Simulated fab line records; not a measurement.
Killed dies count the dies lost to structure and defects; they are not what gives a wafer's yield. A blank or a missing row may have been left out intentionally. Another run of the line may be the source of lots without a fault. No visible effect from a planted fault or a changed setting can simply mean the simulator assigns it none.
A lot that was struck, set against a sound lot	flow sfq line	18 steps out of a route of 325
Sound: these wafers, L849.3, L849.4, L849.6. Wafers struck: L864.3, L864.4, L864.5. The cause comes at the end.
Order at every step that has rows: each side's tool, ch and its chambers, its first start. Under that, the readings that differ: sound wafers	struck wafers	difference of the means	sigmas: that difference in standard deviations of wafers without a fault.
alike: readings whose means differ by less than 2 such deviations, and words and numbers that are the same on both sides. not compared: withheld readings, readings that some wafer has no value for, bounds like >300 that may hide the same value, and numbers for which the record gives no deviation and whose values overlap.
Wherever a step has rows on one side only, a row that says differs or no value, or a row with sigmas, the two part there. When numbers do not overlap yet have no deviation, they are printed without sigmas and do not part them. A reading missing from all wafers of one side parts the sides only when that side holds two or more wafers.

first, 2 steps without rows for these wafers: SFQ_TRILAYER_I4_VIA_STRIP_SOLV_CLEAN_108 (cleans in NMP, time 600 s); SFQ_TRILAYER_JJ_TRILAYER_DEP_PRE_CLEAN_113 (time 22.5 s).
SFQ_TRILAYER_JJ_TRILAYER_DEP_SPUTTER_109: material Nb, target thk 150 nm, time 100 s.
  sound on pvd sputter-05 at day 51 21:07; struck on pvd sputter-04 at day 67 16:09
  alike: cathode dc power W, chamber pressure pa, throttle valve pct
SFQ_TRILAYER_JJ_TRILAYER_DEP_SPUTTER_110: material Al, target thk 8 nm, time 10 s.
  sound on pvd sputter-05 at day 51 21:11; struck on pvd sputter-04 at day 67 16:13
  alike: cathode dc power W, chamber pressure pa, throttle valve pct
then, 1 step without rows for these wafers: SFQ_TRILAYER_JJ_TRILAYER_DEP_AL_OXIDATION_111 (oxidation time 600 s).
SFQ_TRILAYER_JJ_TRILAYER_DEP_SPUTTER_112: material Nb, target thk 170 nm, time 113.3 s.
  sound on pvd sputter-05 at day 51 22:13; struck on pvd sputter-04 at day 67 17:14
  alike: cathode dc power W, chamber pressure pa, throttle valve pct
SFQ_JJ_RS_MEAS_929: uses a four-point probe to measure.
  sound on film metro-04 at day 51 22:20; struck on film metro-01 at day 67 17:22
  alike: JJ_NB_RS
then, 4 steps without rows for these wafers: SFQ_TRILAYER_JJ_CE_LITHO_COAT_119 (resist thk 62 nm); SFQ_TRILAYER_JJ_CE_LITHO_COAT_114 (resist thk 608.3 nm); SFQ_TRILAYER_JJ_CE_LITHO_SOFTBAKE_118; SFQ_TRILAYER_JJ_CE_LITHO_EXPOSE_115 (exposes mask J5, target cd 700 nm).
SFQ_TRILAYER_JJ_CE_LITHO_PEB_117: peb time 60 s.
  sound on litho track-04 ch 0, day 52 02:07; struck on litho track-04 ch 0, day 67 19:30
then, 1 step without rows for these wafers: SFQ_TRILAYER_JJ_CE_LITHO_DEVELOP_116 (time 60 s).
SFQ_JJ_OVL_MEAS_931:
  sound on overlay-01 at day 52 02:22; struck on overlay-01 at day 67 19:46
  alike: J5_OVL
SFQ_TRILAYER_JJ_CE_METRO_MEASURE_117:
  sound on cd sem-01 at day 52 02:48; struck on cd sem-02 at day 67 20:11
reading	sound	struck	difference	sigmas
cd nm (nm)	698.3 699.6 699.5	675.0 675.9 675.8	-23.6	-18
SFQ_TRILAYER_JJ_CE_BARC_OPEN_RIE_150: chemistry O2, target BARC, target depth 240 nm, time 80 s.
  sound on rie metal-02 ch 0,1, day 52 03:38; struck on rie metal-02 ch 0,1, day 67 21:01
reading	sound	struck	difference	sigmas
model.JJ.cd nm (nm)	698.8 698 700.7	674 674.8 675.7	-24	
  alike: drypump motor current A, oes product au
  not compared: rf hours counter h
SFQ_TRILAYER_JJ_CE_ETCH_RIE_118: chemistry SF6, target Nb, stops on Al2O3, time 97.7 s, target depth 170 nm.
  sound on rie metal-02 ch 0,1, day 52 03:43; struck on rie metal-02 ch 0,1, day 67 21:07
reading	sound	struck	difference	sigmas
model.JJ.cd nm (nm)	697.8 696.8 699.8	674.9 674.9 676.2	-22.8	
  alike: drypump motor current A, oes product au
  not compared: rf hours counter h
then, 1 step without rows for these wafers: SFQ_TRILAYER_JJ_ANODIZE_ANODIZE_119.

== WHERE THEY PART ==
At SFQ_TRILAYER_JJ_CE_METRO_MEASURE_117 and nowhere else, as far as this record goes. Later steps at which nothing parts them and some readings are alike: SFQ_TRILAYER_JJ_CE_BARC_OPEN_RIE_150, SFQ_TRILAYER_JJ_CE_ETCH_RIE_118.

WHY: whatever the simulator had introduced
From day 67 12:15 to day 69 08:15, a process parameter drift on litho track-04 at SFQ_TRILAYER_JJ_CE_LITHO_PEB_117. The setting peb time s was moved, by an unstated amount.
